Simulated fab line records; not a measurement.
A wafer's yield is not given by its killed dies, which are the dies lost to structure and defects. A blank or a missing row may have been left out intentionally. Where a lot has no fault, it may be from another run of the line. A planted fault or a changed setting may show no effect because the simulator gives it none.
Chamber matching || flow sky130 || SKY_POLY_CUT_ETCH_11 on rie_diel-02 has 4 sister chambers
The step etches Si3N4 in CF4/CH2F2/Ar, stops on poly-Si, time 42.5 s, target depth 60 nm. 4 wafers are shown with their chamber, then 7 later ones without.

## EACH WAFER AND ITS CHAMBER
{"wafer": "L177.5", "chamber": 1, "throttle_valve_pct (%)": 14.993}
{"wafer": "L179.2", "chamber": 2, "throttle_valve_pct (%)": 14.998}
{"wafer": "L185.1", "chamber": 3, "throttle_valve_pct (%)": 14.996}
{"wafer": "L185.3", "chamber": 0, "throttle_valve_pct (%)": 14.989}

## WAFERS WITHOUT THEIR CHAMBER
{"wafer": "L185.4", "throttle_valve_pct (%)": 14.995}
{"wafer": "L191.2", "throttle_valve_pct (%)": 14.981}
{"wafer": "L191.3", "throttle_valve_pct (%)": 14.993}
{"wafer": "L191.6", "throttle_valve_pct (%)": 14.988}
{"wafer": "L194.2", "throttle_valve_pct (%)": 15.003}
{"wafer": "L194.3", "throttle_valve_pct (%)": 14.994}
{"wafer": "L194.6", "throttle_valve_pct (%)": 15.000}

## CHAMBER TAKEN BY EACH
{"wafer": "L185.4", "from the rows above": "can't be placed: 3 or 1 or 2 or 0", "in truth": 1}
{"wafer": "L191.2", "from the rows above": "can't be placed: 0 or 1 or 3", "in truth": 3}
{"wafer": "L191.3", "from the rows above": "can't be placed: 1 or 3 or 0 or 2", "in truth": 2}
{"wafer": "L191.6", "from the rows above": "can't be placed: 0 or 1 or 3", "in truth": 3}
{"wafer": "L194.2", "from the rows above": "can't be placed: 2 or 3 or 1", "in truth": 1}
{"wafer": "L194.3", "from the rows above": "can't be placed: 1 or 3 or 2 or 0", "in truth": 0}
{"wafer": "L194.6", "from the rows above": "can't be placed: 2 or 3 or 1", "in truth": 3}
Placed correctly: 0 of 7. Cannot be placed on the basis of these rows: 7; the candidates contain the true chamber in 7. Number placed wrongly: 0.
How it was worked out, from the rows above alone: a wafer's distance from a chamber is the root of the sum, over the readings, of the square of ((its reading less the chamber's mean) divided by the reading's scatter). If the next closest chamber is less than 2 further off than the closest, the wafer can't be placed; otherwise it belongs to the closest. Each chamber's mean is taken over the wafers shown for it. The scatter: root of mean squared gap, hidden wafer to nearest shown wafer, with one shown wafer a chamber.
